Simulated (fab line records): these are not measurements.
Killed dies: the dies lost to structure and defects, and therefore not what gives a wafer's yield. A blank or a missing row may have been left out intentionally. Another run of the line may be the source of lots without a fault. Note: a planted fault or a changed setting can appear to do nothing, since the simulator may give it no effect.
A single fault, viewed from 2 desks | flow gf180mcu | each desk has only its own numbers; what lay behind them comes last

## THE TOOL OWNER'S DESK: hdpcvd-01
The tool's own readings at GF_V1_CVD_00 (deposits SiO2, target thk 600 nm, time 100 s): means of the sampled wafers that have a number, for each lot that ran on this tool. Marked OUT: a lot whose mean sits more than 4 standard deviations from the usual mean, which makes it out of limits; the brackets give that distance.
Columns: A = sih4-flow-sccm at GF_V1_CVD_00, usual 60.01 sccm
lot  | first seen here | A
L736 | day 17 19:11    | 60.17
L738 | day 18 19:48    | 60.12
L739 | day 19 19:22    | 60.12
L746 | day 21 15:43    | 59.98
L747 | day 21 21:51    | 59.85
L749 | day 22 14:53    | 29.84 (-99 or more) OUT
L752 | day 23 11:28    | 30.03 (-99 or more) OUT
This desk's finding: out of limits on L749, L752; first on L749, day 22 14:53 (sih4-flow-sccm at GF_V1_CVD_00). Within limits: L736, L738, L739, L746, L747.

## FROM THE METROLOGY DESK
Lot by lot, what the gauges showed, no matter which tool ran the lot: averages of those sampled wafers that carry a number. Marked OUT: a lot whose mean sits more than 4 standard deviations from the usual mean, which makes it out of limits; the brackets give that distance.
Columns: A = V1_CVD_00_THK at GF_V1_THK_MEAS_01, usual 603 nm
lot  | first seen here | A
L734 | day 16 21:08    | 602
L736 | day 17 19:16    | 602
L737 | day 18 15:11    | 600
L738 | day 18 19:53    | 608
L739 | day 19 19:26    | 605
L742 | day 20 04:59    | 602
L743 | day 20 11:15    | 602
L744 | day 20 15:36    | 605
L746 | day 21 15:49    | 599
L747 | day 21 21:55    | 598
L748 | day 22 05:25    | 610
L749 | day 22 14:57    | 301 (-53) OUT
L752 | day 23 11:33    | 311 (-51) OUT
This desk's finding: out of limits on L749, L752; first on L749, day 22 14:57 (V1_CVD_00_THK at GF_V1_THK_MEAS_01). Within limits: L734, L736, L737, L738, L739, L742, L743, L744, L746, L747, L748.

## TAKEN TOGETHER
The tool owner's desk could have raised an alarm at day 22 14:53, on L749, L752.
Metrology desk: alarm possible at day 22 14:57 on L749, L752.
Every lot named ran GF_V1_CVD_00 on hdpcvd-01.

## WHAT THE SIMULATOR PUT IN
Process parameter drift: hdpcvd-01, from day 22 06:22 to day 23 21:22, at GF_V1_CVD_00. The setting sih4-flow-sccm was moved by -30, starting from 60. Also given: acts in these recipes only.
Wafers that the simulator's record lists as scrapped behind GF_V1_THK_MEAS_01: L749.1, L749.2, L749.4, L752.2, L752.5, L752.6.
Struck lots among those shown: L749, L752.
Delay (hours) between the fault's onset and each desk's first out-of-limits reading: 9 at the tool owner's desk, 9 at the metrology desk.
